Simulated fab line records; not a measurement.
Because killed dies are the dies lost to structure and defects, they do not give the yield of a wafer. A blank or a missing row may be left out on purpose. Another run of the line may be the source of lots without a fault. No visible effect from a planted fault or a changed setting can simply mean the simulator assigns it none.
The tool behind it: which one? || flow gf180mcu || 42 wafers from 14 lots sampled at 3 of the route's 602 steps

WHAT EACH GAUGE READ, for each wafer
GF_V5_THK_MEAS_01. Usual: for V5_CVD_00_THK the level is 300.6 nm and the standard deviation is 2.6.
{"lot": "L724", "measured": "day 26 13:25", "on": "filmMetro-01", "V5_CVD_00_THK (nm)": "296.2 299.9 303.3", "flag": ""}
{"lot": "L725", "measured": "day 26 15:35", "on": "filmMetro-02", "V5_CVD_00_THK (nm)": "301.2 297.6 298.7", "flag": ""}
{"lot": "L726", "measured": "day 27 02:13", "on": "filmMetro-04", "V5_CVD_00_THK (nm)": "297.9 304.3 301.8", "flag": ""}
{"lot": "L729", "measured": "day 27 22:35", "on": "filmMetro-04", "V5_CVD_00_THK (nm)": "297.4 299.4 298.6", "flag": ""}
{"lot": "L733", "measured": "day 29 08:11", "on": "filmMetro-04", "V5_CVD_00_THK (nm)": "302.4 303.7 302.7", "flag": ""}
{"lot": "L735", "measured": "day 29 22:41", "on": "filmMetro-01", "V5_CVD_00_THK (nm)": "300.0 300.9 296.3", "flag": ""}
{"lot": "L738", "measured": "day 30 21:06", "on": "filmMetro-02", "V5_CVD_00_THK (nm)": "304.0 304.4 302.5", "flag": ""}
{"lot": "L739", "measured": "day 31 01:25", "on": "filmMetro-02", "V5_CVD_00_THK (nm)": "307.3 302.1 298.4", "flag": ""}
{"lot": "L741", "measured": "day 31 10:20", "on": "filmMetro-02", "V5_CVD_00_THK (nm)": "303.7 301.9 304.2", "flag": ""}
{"lot": "L743", "measured": "day 31 21:36", "on": "filmMetro-01", "V5_CVD_00_THK (nm)": "302.6 297.8 299.8", "flag": ""}
{"lot": "L744", "measured": "day 32 04:28", "on": "filmMetro-02", "V5_CVD_00_THK (nm)": "302.9 306.5 309.2", "flag": ""}
{"lot": "L745", "measured": "day 32 10:40", "on": "filmMetro-02", "V5_CVD_00_THK (nm)": "299.5 300.8 300.9", "flag": ""}
{"lot": "L746", "measured": "day 32 16:35", "on": "filmMetro-04", "V5_CVD_00_THK (nm)": "305.7 304.5 303.7", "flag": ""}
{"lot": "L747", "measured": "day 32 20:21", "on": "filmMetro-04", "V5_CVD_00_THK (nm)": "297.7 303.3 301.1", "flag": ""}

WHICH TOOL RAN EACH LOT (tool, then ch and the chambers of the sampled wafers, then the start)
{"lot": "L724", "GF_DUAL_GATE_DEVELOP_10": "lithoTrack-02 ch 0, day 8 06:49", "GF_MIM_SPUTTER_00": "pvdSputter-02, day 24 16:56"}
{"lot": "L725", "GF_DUAL_GATE_DEVELOP_10": "lithoTrack-03 ch 0, day 8 17:41", "GF_MIM_SPUTTER_00": "pvdSputter-02, day 24 19:27"}
{"lot": "L726", "GF_DUAL_GATE_DEVELOP_10": "lithoTrack-01 ch 0, day 8 23:25", "GF_MIM_SPUTTER_00": "pvdSputter-02, day 25 07:17"}
{"lot": "L729", "GF_DUAL_GATE_DEVELOP_10": "lithoTrack-03 ch 0, day 9 20:13", "GF_MIM_SPUTTER_00": "pvdSputter-01, day 26 05:34"}
{"lot": "L733", "GF_DUAL_GATE_DEVELOP_10": "lithoTrack-03 ch 0, day 11 01:33", "GF_MIM_SPUTTER_00": "pvdSputter-02, day 27 15:09"}
{"lot": "L735", "GF_DUAL_GATE_DEVELOP_10": "lithoTrack-03 ch 0, day 11 09:49", "GF_MIM_SPUTTER_00": "pvdSputter-03, day 28 07:07"}
{"lot": "L738", "GF_DUAL_GATE_DEVELOP_10": "lithoTrack-02 ch 0, day 12 11:20", "GF_MIM_SPUTTER_00": "pvdSputter-02, day 29 05:52"}
{"lot": "L739", "GF_DUAL_GATE_DEVELOP_10": "lithoTrack-02 ch 0, day 12 18:42", "GF_MIM_SPUTTER_00": "pvdSputter-02, day 29 10:55"}
{"lot": "L741", "GF_DUAL_GATE_DEVELOP_10": "lithoTrack-01 ch 0, day 13 05:33", "GF_MIM_SPUTTER_00": "pvdSputter-01, day 29 21:46"}
{"lot": "L743", "GF_DUAL_GATE_DEVELOP_10": "lithoTrack-02 ch 0, day 13 17:18", "GF_MIM_SPUTTER_00": "pvdSputter-01, day 30 08:28"}
{"lot": "L744", "GF_DUAL_GATE_DEVELOP_10": "lithoTrack-03 ch 0, day 14 02:49", "GF_MIM_SPUTTER_00": "pvdSputter-02, day 30 16:24"}
{"lot": "L745", "GF_DUAL_GATE_DEVELOP_10": "lithoTrack-03 ch 0, day 14 10:01", "GF_MIM_SPUTTER_00": "pvdSputter-01, day 30 22:22"}
{"lot": "L746", "GF_DUAL_GATE_DEVELOP_10": "lithoTrack-03 ch 0, day 14 17:48", "GF_MIM_SPUTTER_00": "pvdSputter-03, day 31 05:22"}
{"lot": "L747", "GF_DUAL_GATE_DEVELOP_10": "lithoTrack-03 ch 0, day 14 23:25", "GF_MIM_SPUTTER_00": "pvdSputter-03, day 31 09:43"}
- GF_DUAL_GATE_DEVELOP_10: develop time 60 s.
- GF_MIM_SPUTTER_00: material Ti, target thk 37.5 nm, time 150 s.

WHAT THE TOOLS THEMSELVES READ (means of the sampled wafers that have a number; where no wafer has one, the mark that the record gives instead)
GF_DUAL_GATE_DEVELOP_10. Usual: chillPlateTempC 22.97 C, standard deviation 0.1.
{"lot": "L724", "tool": "lithoTrack-02", "chillPlateTempC (C)": 22.96, "flag": ""}
{"lot": "L725", "tool": "lithoTrack-03", "chillPlateTempC (C)": 22.99, "flag": ""}
{"lot": "L726", "tool": "lithoTrack-01", "chillPlateTempC (C)": 23.01, "flag": ""}
{"lot": "L729", "tool": "lithoTrack-03", "chillPlateTempC (C)": 22.92, "flag": ""}
{"lot": "L733", "tool": "lithoTrack-03", "chillPlateTempC (C)": 22.92, "flag": ""}
{"lot": "L735", "tool": "lithoTrack-03", "chillPlateTempC (C)": 23.01, "flag": ""}
{"lot": "L738", "tool": "lithoTrack-02", "chillPlateTempC (C)": 23.13, "flag": ""}
{"lot": "L739", "tool": "lithoTrack-02", "chillPlateTempC (C)": 23.00, "flag": ""}
{"lot": "L741", "tool": "lithoTrack-01", "chillPlateTempC (C)": 23.05, "flag": ""}
{"lot": "L743", "tool": "lithoTrack-02", "chillPlateTempC (C)": 22.88, "flag": ""}
{"lot": "L744", "tool": "lithoTrack-03", "chillPlateTempC (C)": 22.86, "flag": ""}
{"lot": "L745", "tool": "lithoTrack-03", "chillPlateTempC (C)": 23.14, "flag": ""}
{"lot": "L746", "tool": "lithoTrack-03", "chillPlateTempC (C)": 22.84, "flag": ""}
{"lot": "L747", "tool": "lithoTrack-03", "chillPlateTempC (C)": 22.98, "flag": ""}

GF_MIM_SPUTTER_00. Usual: cathodeDcPowerW 4000.0 W, standard deviation 0.76; throttleValvePct 30.2 %, standard deviation 0.97.
{"lot": "L724", "tool": "pvdSputter-02", "cathodeDcPowerW (W)": 4000.1, "throttleValvePct (%)": 30.2, "flag": ""}
{"lot": "L725", "tool": "pvdSputter-02", "cathodeDcPowerW (W)": 4000.4, "throttleValvePct (%)": 29.5, "flag": ""}
{"lot": "L726", "tool": "pvdSputter-02", "cathodeDcPowerW (W)": 3999.8, "throttleValvePct (%)": 29.9, "flag": ""}
{"lot": "L729", "tool": "pvdSputter-01", "cathodeDcPowerW (W)": 3999.7, "throttleValvePct (%)": 30.5, "flag": ""}
{"lot": "L733", "tool": "pvdSputter-02", "cathodeDcPowerW (W)": 4000.4, "throttleValvePct (%)": 29.4, "flag": ""}
{"lot": "L735", "tool": "pvdSputter-03", "cathodeDcPowerW (W)": 3999.4, "throttleValvePct (%)": 30.5, "flag": ""}
{"lot": "L738", "tool": "pvdSputter-02", "cathodeDcPowerW (W)": 4001.0, "throttleValvePct (%)": 29.5, "flag": ""}
{"lot": "L739", "tool": "pvdSputter-02", "cathodeDcPowerW (W)": 3999.6, "throttleValvePct (%)": 29.2, "flag": ""}
{"lot": "L741", "tool": "pvdSputter-01", "cathodeDcPowerW (W)": 4000.3, "throttleValvePct (%)": 31.0, "flag": ""}
{"lot": "L743", "tool": "pvdSputter-01", "cathodeDcPowerW (W)": 4000.2, "throttleValvePct (%)": 30.5, "flag": ""}
{"lot": "L744", "tool": "pvdSputter-02", "cathodeDcPowerW (W)": 4000.7, "throttleValvePct (%)": 29.9, "flag": ""}
{"lot": "L745", "tool": "pvdSputter-01", "cathodeDcPowerW (W)": 4000.0, "throttleValvePct (%)": 31.3, "flag": ""}
{"lot": "L746", "tool": "pvdSputter-03", "cathodeDcPowerW (W)": 3999.8, "throttleValvePct (%)": 29.5, "flag": ""}
{"lot": "L747", "tool": "pvdSputter-03", "cathodeDcPowerW (W)": 4000.0, "throttleValvePct (%)": 29.6, "flag": ""}

THE ANSWER, worked out from the rows above alone
Rule: take the mean of a lot's wafers that have a number; if it is more than 3 standard deviations from the usual mean, the lot is off. Also off: a lot with no number at a reading for which 4 or more lots have one. Any other lot the step has rows for is counted as sound. First the gauges in route order, then the tools' own readings, where a lot's mean is used as printed above. The first step at which some lot is off is used, and at that step the reading that is off furthest; a lot without a number counts as furthest.
No lot is off at any reading shown: from this, nothing can be told.

WHAT THE SIMULATOR HAD INSERTED
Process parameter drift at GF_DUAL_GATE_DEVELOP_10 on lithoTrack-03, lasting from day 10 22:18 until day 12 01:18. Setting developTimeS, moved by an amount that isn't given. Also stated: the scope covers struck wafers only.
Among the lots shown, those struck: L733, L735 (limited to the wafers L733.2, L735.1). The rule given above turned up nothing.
